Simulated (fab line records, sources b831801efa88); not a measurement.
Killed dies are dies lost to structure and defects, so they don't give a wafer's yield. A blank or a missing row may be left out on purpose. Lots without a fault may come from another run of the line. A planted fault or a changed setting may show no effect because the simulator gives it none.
Which tool did it? | flow gf180mcu | 12 lots, 36 wafers sampled, at 5 steps of a route of 602

WHAT THE GAUGES READ, wafer by wafer
GF_CONTACT_CD_MEAS_14: target cd 220 nm. Usual: cd_nm 220.0 nm, standard deviation 1.7.
lot  | measured     | on        | cd_nm (nm)        | flag
L163 | day 16 01:14 | cd_sem-01 | 219.0 219.4 219.3 |
L164 | day 16 12:56 | cd_sem-01 | 220.6 219.1 219.4 |
L166 | day 17 02:51 | cd_sem-02 | 224.6 223.3 224.3 |
L168 | day 18 04:01 | cd_sem-01 | 220.6 220.1 218.7 |
L169 | day 18 10:49 | cd_sem-01 | 221.6 220.7 218.9 |
L170 | day 18 22:58 | cd_sem-01 | 218.5 217.4 220.3 |
L171 | day 19 06:40 | cd_sem-02 | 220.8 221.2 220.7 |
L179 | day 21 21:10 | cd_sem-01 | 218.4 217.7 218.7 |
L180 | day 22 12:11 | cd_sem-02 | 220.0 217.6 219.6 |
L181 | day 22 13:23 | cd_sem-02 | 219.0 220.4 220.1 |
L183 | day 23 07:13 | cd_sem-02 | 218.0 218.5 219.3 |
L186 | day 24 08:14 | cd_sem-01 | 222.2 221.6 222.4 |

GF_CONTACT_RS_MEAS_25: measures by four-point-probe. Usual: CONTACT_W_RS 0.383 ohm/sq, standard deviation 0.0042.
lot  | measured     | on            | CONTACT_W_RS (ohm/sq) | flag
L163 | day 16 02:06 | film_metro-03 | 0.389 0.385 0.382     |
L164 | day 16 13:47 | film_metro-03 | 0.386 0.383 0.385     |
L166 | day 17 03:41 | film_metro-02 | 0.377 0.377 0.382     |
L168 | day 18 04:51 | film_metro-03 | 0.384 0.384 0.388     |
L169 | day 18 11:38 | film_metro-01 | 0.383 0.369 0.376     |
L170 | day 18 23:47 | film_metro-03 | 0.386 0.389 0.386     |
L171 | day 19 07:29 | film_metro-03 | 0.370 0.383 0.369     |
L179 | day 21 21:59 | film_metro-02 | 0.380 0.387 0.386     |
L180 | day 22 13:01 | film_metro-02 | 0.380 0.382 0.380     |
L181 | day 22 14:13 | film_metro-01 | 0.380 0.377 0.387     |
L183 | day 23 08:02 | film_metro-01 | 0.378 0.377 0.377     |
L186 | day 24 09:04 | film_metro-03 | 0.380 0.377 0.381     |

GF_CONTACT_THK_MEAS_26: measures by xrf. Usual: CONTACT_W_THK 300 nm, standard deviation 3.4.
lot  | measured     | on            | CONTACT_W_THK (nm) | flag
L163 | day 16 02:13 | film_metro-03 | 297 298 301        |
L164 | day 16 13:54 | film_metro-03 | 297 300 298        |
L166 | day 17 03:46 | film_metro-02 | 303 304 300        |
L168 | day 18 04:58 | film_metro-03 | 300 302 299        |
L169 | day 18 11:44 | film_metro-01 | 300 312 306        |
L170 | day 18 23:54 | film_metro-03 | 300 298 298        |
L171 | day 19 07:35 | film_metro-03 | 314 303 312        |
L179 | day 21 22:05 | film_metro-02 | 305 301 301        |
L180 | day 22 13:08 | film_metro-02 | 307 304 305        |
L181 | day 22 14:20 | film_metro-01 | 300 300 296        |
L183 | day 23 08:09 | film_metro-01 | 303 303 303        |
L186 | day 24 09:11 | film_metro-03 | 300 302 300        |

WHICH TOOL RAN EACH LOT (tool, then ch and the chambers of the sampled wafers, then the start)
lot  | GF_CONTACT_ETCH_17                            | GF_CONTACT_CVD_24
L163 | rie_diel-02 ch 0,2,3, day 16 02:00 or earlier | cvd_w-01 ch 0,1, day 16 02:00
L164 | rie_diel-02 ch 0,2,3, day 16 13:41 or earlier | cvd_w-02 ch 0,1, day 16 13:41
L166 | rie_diel-02 ch 1,2,3, day 17 03:33 or earlier | cvd_w-01 ch 0,1, day 17 03:33
L168 | rie_diel-04 ch 0,2,3, day 18 04:45 or earlier | cvd_w-02 ch 0,1, day 18 04:45
L169 | rie_diel-04 ch 2,3, day 18 11:32 or earlier   | cvd_w-01 ch 0,1, day 18 11:32
L170 | rie_diel-01 ch 0,1,3, day 18 23:40 or earlier | cvd_w-02 ch 0,1, day 18 23:40
L171 | rie_diel-04 ch 0,1,2, day 19 07:23 or earlier | cvd_w-01 ch 0,1, day 19 07:23
L179 | rie_diel-02 ch 0,1,3, day 21 21:53 or earlier | cvd_w-01 ch 0,1, day 21 21:53
L180 | rie_diel-04 ch 0,3, day 22 12:55 or earlier   | cvd_w-01 ch 0,1, day 22 12:55
L181 | rie_diel-01 ch 0,1,3, day 22 14:06 or earlier | cvd_w-01 ch 0,1, day 22 14:06
L183 | rie_diel-01 ch 0,1,3, day 23 07:56 or earlier | cvd_w-01 ch 0,1, day 23 07:56
L186 | rie_diel-04 ch 1,2,3, day 24 08:58 or earlier | cvd_w-01 ch 0,1, day 24 08:58
- GF_CONTACT_ETCH_17: etches SiO2 in C4F8/O2/Ar, stops on CoSi2, target depth 860 nm.
- GF_CONTACT_CVD_24: deposits W, target thk 300 nm, time 90.339 s.

WHAT THE TOOLS THEMSELVES READ (means of the sampled wafers that have a number; where no wafer has one, the mark that the record gives instead)
GF_CONTACT_ETCH_17. Usual: oes_product_au 0.816 a.u., standard deviation 0.0048.
lot  | tool        | oes_product_au (a.u.) | flag
L163 | rie_diel-02 | 0.816                 |
L164 | rie_diel-02 | 0.817                 |
L166 | rie_diel-02 | 0.811                 |
L168 | rie_diel-04 | 0.811                 |
L169 | rie_diel-04 | 0.820                 |
L170 | rie_diel-01 | 0.818                 |
L171 | rie_diel-04 | 0.819                 |
L179 | rie_diel-02 | 0.819                 |
L180 | rie_diel-04 | 0.820                 |
L181 | rie_diel-01 | 0.819                 |
L183 | rie_diel-01 | 0.820                 |
L186 | rie_diel-04 | 0.815                 |

GF_CONTACT_CVD_24. Usual: chamber_pressure_Torr 40.00 Torr, standard deviation 0.088; heater_power_w 860 W, standard deviation 30.
lot  | tool     | chamber_pressure_Torr (Torr) | heater_power_w (W) | flag
L163 | cvd_w-01 | 40.04                        | 877                |
L164 | cvd_w-02 | 39.96                        | 910                |
L166 | cvd_w-01 | 39.91                        | 852                |
L168 | cvd_w-02 | 40.00                        | 839                |
L169 | cvd_w-01 | 41.11                        | 860                | OFF
L170 | cvd_w-02 | 39.92                        | 850                |
L171 | cvd_w-01 | 42.20                        | 851                | OFF
L179 | cvd_w-01 | 39.94                        | 861                |
L180 | cvd_w-01 | 39.99                        | 889                |
L181 | cvd_w-01 | 39.98                        | 867                |
L183 | cvd_w-01 | 40.01                        | 879                |
L186 | cvd_w-01 | 39.92                        | 870                |

THE ANSWER, worked out from the rows above alone
Rule: a lot is off if the mean of its wafers that have a number lies more than 3 standard deviations from the usual mean. A lot without any number at a reading at which 4 lots or more have one is off too. The other lots that the step has rows for count as sound. The gauges are gone through in route order, then the tools' own readings, and for those a lot's mean is taken as printed above. The first step at which some lot is off is used, and at that step the reading that is off furthest; a lot without a number counts as furthest.
Off: L169, L171, at GF_CONTACT_CVD_24 (chamber_pressure_Torr).
A tool fits if, at that step or a process step before it, it ran every lot that is off, and no sound lot after the first of them. GF_CONTACT_ETCH_17 gives no start for some lots, so the hours and the order of its lots are those of GF_CONTACT_CVD_24. None of those tried fits.

WHAT THE SIMULATOR HAD PUT IN
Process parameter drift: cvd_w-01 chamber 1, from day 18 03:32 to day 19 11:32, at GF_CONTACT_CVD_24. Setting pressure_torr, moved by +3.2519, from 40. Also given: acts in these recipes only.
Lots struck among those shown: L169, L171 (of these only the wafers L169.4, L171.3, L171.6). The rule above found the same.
